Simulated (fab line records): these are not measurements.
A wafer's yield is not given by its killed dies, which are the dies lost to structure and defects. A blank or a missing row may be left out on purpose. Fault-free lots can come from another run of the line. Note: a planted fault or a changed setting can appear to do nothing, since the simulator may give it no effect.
The tool behind it: which one? + flow gf180mcu + Sampling: 6 lots, 18 wafers, 4 of 602 route steps

## WHAT EACH GAUGE READ, for each wafer
GF_V5_THK_MEAS_25: measures by xrf.
| lot  | measured     | on            | V5_W_THK (nm) |
|------|--------------|---------------|---------------|
| L675 | day 28 00:01 | film-metro-03 | 366 346 353   |
| L677 | day 28 20:25 | film-metro-03 | 351 367 356   |
| L683 | day 30 06:45 | film-metro-01 | 360 358 362   |
| L687 | day 31 15:03 | film-metro-02 | 361 358 361   |
| L689 | day 32 01:45 | film-metro-02 | 367 360 365   |
| L694 | day 33 06:16 | film-metro-02 | 355 354 364   |

## WHAT TOOL EACH LOT RAN ON (gives the tool, then ch and the chambers of the sampled wafers, and finally the start)
| lot  | GF_M4_SPUTTER_00             | GF_MIM_SPUTTER_03            | GF_MIM_SPUTTER_08            |
|------|------------------------------|------------------------------|------------------------------|
| L675 | pvd-sputter-01, day 23 06:19 | pvd-sputter-03, day 25 06:21 | pvd-sputter-03, day 25 06:33 |
| L677 | pvd-sputter-03, day 24 04:33 | pvd-sputter-02, day 26 04:12 | pvd-sputter-01, day 26 04:24 |
| L683 | pvd-sputter-04, day 25 20:20 | pvd-sputter-01, day 27 16:37 | pvd-sputter-02, day 27 16:48 |
| L687 | pvd-sputter-03, day 27 08:32 | pvd-sputter-03, day 29 03:46 | pvd-sputter-02, day 29 03:57 |
| L689 | pvd-sputter-03, day 27 21:26 | pvd-sputter-01, day 29 15:37 | pvd-sputter-02, day 29 15:49 |
| L694 | pvd-sputter-04, day 29 05:16 | pvd-sputter-02, day 30 23:22 | pvd-sputter-01, day 30 23:34 |
- GF_M4_SPUTTER_00: material Ti, target thk 37.5 nm, time 150 s.
- GF_MIM_SPUTTER_03: material Ti, target thk 10 nm, time 6.7 s.
- GF_MIM_SPUTTER_08: material AlCu, target thk 200 nm, time 10.6 s.

## THE ANSWER, worked out from the rows above alone
Rule: what is usual is taken from the lots themselves. The widest of any qualifying gaps counts: lots, ordered by their means at a reading, are off when they make up no more than a third of the lots, leave a main group of 4 or more, and stand apart from it by 3 or more times the standard deviation of that group's means. A main group is skipped when, at the precision printed for the reading in the tables above, its means are all equal. A lot without any number at a reading at which 4 lots or more have one is off too. The other lots that the step has rows for count as sound.
No lot is off on any of the readings shown, so nothing can be concluded from this.

## WHAT THE SIMULATOR HAD INSERTED
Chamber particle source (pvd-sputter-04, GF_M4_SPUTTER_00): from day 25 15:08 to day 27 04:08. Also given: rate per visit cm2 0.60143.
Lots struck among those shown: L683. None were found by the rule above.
